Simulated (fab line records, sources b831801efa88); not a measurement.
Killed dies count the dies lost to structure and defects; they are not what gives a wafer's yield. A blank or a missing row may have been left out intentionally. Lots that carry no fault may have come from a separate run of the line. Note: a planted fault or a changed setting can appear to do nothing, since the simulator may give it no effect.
Which tool was responsible? ; flow sky130 ; Sampling: 24 lots, 72 wafers, 6 of 708 route steps

WHAT EACH GAUGE READ, for each wafer
SKY_LOCAL_INTERCONNECT_RS_MEAS_01: a four-point-probe measurement.
lot;measured;on;LOCAL_INTERCONNECT_TIN_RS (ohm/sq)
L074;day 28 22:29;film metro-04;14.36 14.22 14.15
L075;day 29 11:27;film metro-03;13.97 13.81 13.86
L076;day 29 12:26;film metro-04;14.23 14.31 14.36
L077;day 30 02:08;film metro-03;14.22 14.22 14.16
L078;day 30 08:27;film metro-01;13.63 14.24 13.73
L079;day 31 09:38;film metro-03;13.49 13.75 14.15
L080;day 31 10:29;film metro-04;13.98 14.10 14.00
L082;day 32 15:55;film metro-03;14.32 14.48 14.29
L081;day 32 17:43;film metro-01;14.26 14.12 14.18
L084;day 32 18:34;film metro-03;14.33 14.04 14.11
L083;day 32 19:05;film metro-04;13.93 14.13 13.55
L085;day 32 23:52;film metro-03;13.91 14.10 13.90
L086;day 33 07:59;film metro-04;14.26 14.25 14.15
L087;day 33 12:38;film metro-03;13.96 14.02 13.89
L088;day 33 18:26;film metro-04;14.23 14.22 14.22
L089;day 33 23:44;film metro-01;14.14 13.97 14.14
L090;day 34 00:37;film metro-03;14.19 13.75 14.39
L091;day 34 18:56;film metro-01;14.21 14.05 14.02
L092;day 34 20:22;film metro-03;13.84 13.81 13.67
L093;day 35 05:39;film metro-04;14.15 14.26 13.66
L094;day 35 18:22;film metro-01;14.11 13.65 13.64
L095;day 35 19:29;film metro-01;13.86 13.86 13.89
L096;day 35 21:56;film metro-03;14.19 13.73 13.74
L097;day 36 09:47;film metro-03;14.14 14.14 14.28

SKY_VIA2_THK_MEAS_01.
lot;measured;on;VIA2_HDPCVD_THK (nm)
L074;day 35 01:00;film metro-03;1183 1205 1197
L075;day 35 07:05;film metro-03;1160 1177 1154
L076;day 35 08:02;film metro-03;1180 1161 1172
L077;day 36 02:58;film metro-01;1177 1179 1197
L078;day 36 05:50;film metro-03;1196 1201 1190
L079;day 37 02:23;film metro-03;1165 1181 1162
L080;day 37 04:32;film metro-01;1184 1168 1190
L082;day 38 09:36;film metro-01;1155 1188 1151
L081;day 38 12:11;film metro-02;1197 1194 1210
L084;day 38 12:52;film metro-03;1185 1168 1193
L083;day 38 13:10;film metro-01;1183 1196 1208
L085;day 38 18:32;film metro-01;1170 1190 1186
L086;day 39 01:43;film metro-02;1171 1172 1180
L087;day 39 04:31;film metro-03;1184 1193 1189
L088;day 39 10:19;film metro-03;1190 1159 1168
L089;day 39 16:52;film metro-02;1171 1191 1193
L090;day 39 17:03;film metro-03;1202 1173 1178
L091;day 40 09:17;film metro-03;1173 1189 1197
L092;day 40 10:44;film metro-03;1198 1192 1201
L093;day 40 19:15;film metro-01;1190 1199 1197
L094;day 41 05:57;film metro-03;1177 1174 1163
L095;day 41 06:55;film metro-02;1188 1175 1183
L096;day 41 09:46;film metro-03;1156 1142 1150
L097;day 41 22:20;film metro-01;1172 1181 1176

TOOL THAT RAN EACH LOT (tool first, then ch and the chambers of the sampled wafers, then the start)
lot;SKY_CONTACT_CVD_24;SKY_METAL1_SPUTTER_02;SKY_VIA1_CMP_02;SKY_METAL2_SPUTTER_04
L074;cvd w-02 ch 0,1, day 31 11:22;pvd sputter-03, day 31 12:16;cmp-02 ch 1,2,3, day 32 17:06;pvd sputter-04, day 33 21:21
L075;cvd w-02 ch 0,1, day 31 18:28;pvd sputter-02, day 31 19:06;cmp-02 ch 0,1,2, day 32 22:41;pvd sputter-03, day 34 03:26
L076;cvd w-01 ch 0, day 31 19:03;pvd sputter-03, day 31 19:41;cmp-01 ch 1,3, day 32 23:23;pvd sputter-02, day 34 03:46
L077;cvd w-02 ch 0,1, day 32 15:37;pvd sputter-01, day 32 16:13;cmp-02 ch 0,1,2, day 33 19:41;pvd sputter-02, day 34 23:42
L078;cvd w-02 ch 0,1, day 32 17:19;pvd sputter-02, day 32 17:58;cmp-02 ch 0,2, day 33 22:03;pvd sputter-04, day 35 02:23
L079;cvd w-02 ch 0,1, day 33 15:32;pvd sputter-03, day 33 16:22;cmp-01 ch 1,2,3, day 34 19:59;pvd sputter-03, day 35 23:36
L080;cvd w-01 ch 0,1, day 33 17:29;pvd sputter-01, day 33 18:07;cmp-01 ch 1,2, day 34 21:32;pvd sputter-03, day 36 01:26
L082;cvd w-02 ch 1, day 34 22:47;pvd sputter-01, day 34 23:26;cmp-02 ch 0,1,2, day 36 02:39;pvd sputter-02, day 37 06:38
L081;cvd w-01 ch 0,1, day 35 01:01;pvd sputter-01, day 35 01:40;cmp-02 ch 1,3, day 36 05:19;pvd sputter-03, day 37 09:00
L084;cvd w-01 ch 0,1, day 35 01:34;pvd sputter-01, day 35 02:10;cmp-01 ch 0,3, day 36 05:46;pvd sputter-03, day 37 09:57
L083;cvd w-01 ch 0,1, day 35 02:34;pvd sputter-02, day 35 03:12;cmp-01 ch 1,2, day 36 06:35;pvd sputter-02, day 37 10:17
L085;cvd w-02 ch 0,1, day 35 07:50;pvd sputter-02, day 35 08:28;cmp-02 ch 0,1,2, day 36 12:02;pvd sputter-03, day 37 16:17
L086;cvd w-02 ch 0,1, day 35 15:16;pvd sputter-03, day 35 15:55;cmp-01 ch 0,2, day 36 19:16;pvd sputter-02, day 37 23:24
L087;cvd w-01 ch 0,1, day 35 18:58;pvd sputter-01, day 35 19:35;cmp-02 ch 2,3, day 36 23:11;pvd sputter-04, day 38 02:22
L088;cvd w-02 ch 0,1, day 36 00:52;pvd sputter-01, day 36 01:31;cmp-02 ch 0,2,3, day 37 05:10;pvd sputter-04, day 38 08:53
L089;cvd w-01 ch 0,1, day 36 06:58;pvd sputter-02, day 36 07:34;cmp-02 ch 0,1, day 37 10:54;pvd sputter-03, day 38 14:53
L090;cvd w-01 ch 0,1, day 36 07:37;pvd sputter-01, day 36 08:16;cmp-02 ch 0,1,3, day 37 11:51;pvd sputter-04, day 38 15:11
L091;cvd w-02 ch 0,1, day 37 00:52;pvd sputter-02, day 37 01:31;cmp-02 ch 0,1,2, day 38 05:33;pvd sputter-04, day 39 08:06
L092;cvd w-01 ch 0,1, day 37 02:07;pvd sputter-01, day 37 02:46;cmp-01 ch 1,2,3, day 38 06:15;pvd sputter-04, day 39 09:23
L093;cvd w-01 ch 1, day 37 11:34;pvd sputter-01, day 37 12:27;cmp-01 ch 0,2,3, day 38 15:26;pvd sputter-03, day 39 17:50
L094;cvd w-02 ch 0,1, day 37 23:08;pvd sputter-01, day 37 23:46;cmp-02 ch 0,1,2, day 39 02:41;pvd sputter-03, day 40 05:07
L095;cvd w-01 ch 0,1, day 38 01:15;pvd sputter-03, day 38 01:53;cmp-01 ch 1,2, day 39 04:20;pvd sputter-02, day 40 05:44
L096;cvd w-02 ch 0,1, day 38 04:08;pvd sputter-01, day 38 04:47;cmp-01 ch 1,2,3, day 39 06:54;pvd sputter-02, day 40 08:41
L097;cvd w-01 ch 0,1, day 38 16:17;pvd sputter-01, day 38 16:56;cmp-01 ch 0,2,3, day 39 19:17;pvd sputter-04, day 40 20:42
- SKY_CONTACT_CVD_24: deposits W, target thk 340 nm, time 102.12 s.
- SKY_METAL1_SPUTTER_02: material AlCu, target thk 250 nm, time 13.3 s.
- SKY_VIA1_CMP_02: polishes SiO2.
- SKY_METAL2_SPUTTER_04: material TiN, target thk 70 nm, time 58.3 s.

AS READ BY THE TOOLS THEMSELVES (means over the sampled wafers that have a number; for cases with no such wafer, the mark the record gives instead)
SKY_CONTACT_CVD_24.
lot;tool;heater power w (W)
L074;cvd w-02;828
L075;cvd w-02;817
L076;cvd w-01;928
L077;cvd w-02;835
L078;cvd w-02;841
L079;cvd w-02;839
L080;cvd w-01;881
L082;cvd w-02;835
L081;cvd w-01;880
L084;cvd w-01;828
L083;cvd w-01;891
L085;cvd w-02;842
L086;cvd w-02;823
L087;cvd w-01;839
L088;cvd w-02;832
L089;cvd w-01;836
L090;cvd w-01;885
L091;cvd w-02;831
L092;cvd w-01;843
L093;cvd w-01;803
L094;cvd w-02;839
L095;cvd w-01;877
L096;cvd w-02;829
L097;cvd w-01;848

SKY_METAL1_SPUTTER_02.
lot;tool;throttle valve pct (%)
L074;pvd sputter-03;28.9
L075;pvd sputter-02;30.8
L076;pvd sputter-03;29.9
L077;pvd sputter-01;28.0
L078;pvd sputter-02;30.4
L079;pvd sputter-03;31.1
L080;pvd sputter-01;28.7
L082;pvd sputter-01;30.4
L081;pvd sputter-01;30.0
L084;pvd sputter-01;30.6
L083;pvd sputter-02;30.5
L085;pvd sputter-02;30.4
L086;pvd sputter-03;31.1
L087;pvd sputter-01;30.6
L088;pvd sputter-01;29.0
L089;pvd sputter-02;30.8
L090;pvd sputter-01;29.8
L091;pvd sputter-02;31.0
L092;pvd sputter-01;30.1
L093;pvd sputter-01;29.4
L094;pvd sputter-01;29.5
L095;pvd sputter-03;29.7
L096;pvd sputter-01;29.8
L097;pvd sputter-01;28.6

SKY_VIA1_CMP_02.
lot;tool;motor current A (A);retaining ring pressure frac
L074;cmp-02;11.3;1.000
L075;cmp-02;11.4;0.996
L076;cmp-01;11.9;0.998
L077;cmp-02;11.3;1.002
L078;cmp-02;12.5;1.002
L079;cmp-01;11.9;0.999
L080;cmp-01;12.2;0.996
L082;cmp-02;11.8;0.999
L081;cmp-02;10.6;0.993
L084;cmp-01;12.6;1.003
L083;cmp-01;11.6;0.999
L085;cmp-02;11.5;0.998
L086;cmp-01;12.7;0.998
L087;cmp-02;12.3;1.000
L088;cmp-02;12.0;1.005
L089;cmp-02;11.3;1.002
L090;cmp-02;11.1;1.000
L091;cmp-02;12.0;0.998
L092;cmp-01;12.0;1.002
L093;cmp-01;12.9;1.003
L094;cmp-02;11.7;0.997
L095;cmp-01;11.5;1.003
L096;cmp-01;12.6;1.008
L097;cmp-01;12.8;1.004

SKY_METAL2_SPUTTER_04.
lot;tool;throttle valve pct (%)
L074;pvd sputter-04;30.7
L075;pvd sputter-03;31.0
L076;pvd sputter-02;30.3
L077;pvd sputter-02;31.0
L078;pvd sputter-04;30.7
L079;pvd sputter-03;31.1
L080;pvd sputter-03;29.9
L082;pvd sputter-02;30.4
L081;pvd sputter-03;31.3
L084;pvd sputter-03;30.4
L083;pvd sputter-02;30.8
L085;pvd sputter-03;30.2
L086;pvd sputter-02;30.4
L087;pvd sputter-04;30.3
L088;pvd sputter-04;30.8
L089;pvd sputter-03;31.4
L090;pvd sputter-04;30.3
L091;pvd sputter-04;30.8
L092;pvd sputter-04;30.1
L093;pvd sputter-03;29.8
L094;pvd sputter-03;29.7
L095;pvd sputter-02;30.7
L096;pvd sputter-02;31.0
L097;pvd sputter-04;30.8

THE ANSWER, worked out from the rows above alone
Rule: the usual values come from the lots themselves. The widest of any qualifying gaps counts: lots, ordered by their means at a reading, are off when they make up no more than a third of the lots, leave a main group of 4 or more, and stand apart from it by 3 or more times the standard deviation of that group's means. Not used: any main group whose means are identical at the precision the tables above print for the reading. Also off: a lot with no number at a reading for which 4 or more lots have one. Any other lot the step has rows for is counted as sound. Order of review: gauges by route order, followed by the tools' own readings, for which a lot's mean as printed above is used. At the first step where some lot is off, the reading lying furthest off is the one used; lots without a number count as furthest.
None of the lots is off at any reading shown; this tells nothing.

WHAT THE SIMULATOR HAD INSERTED
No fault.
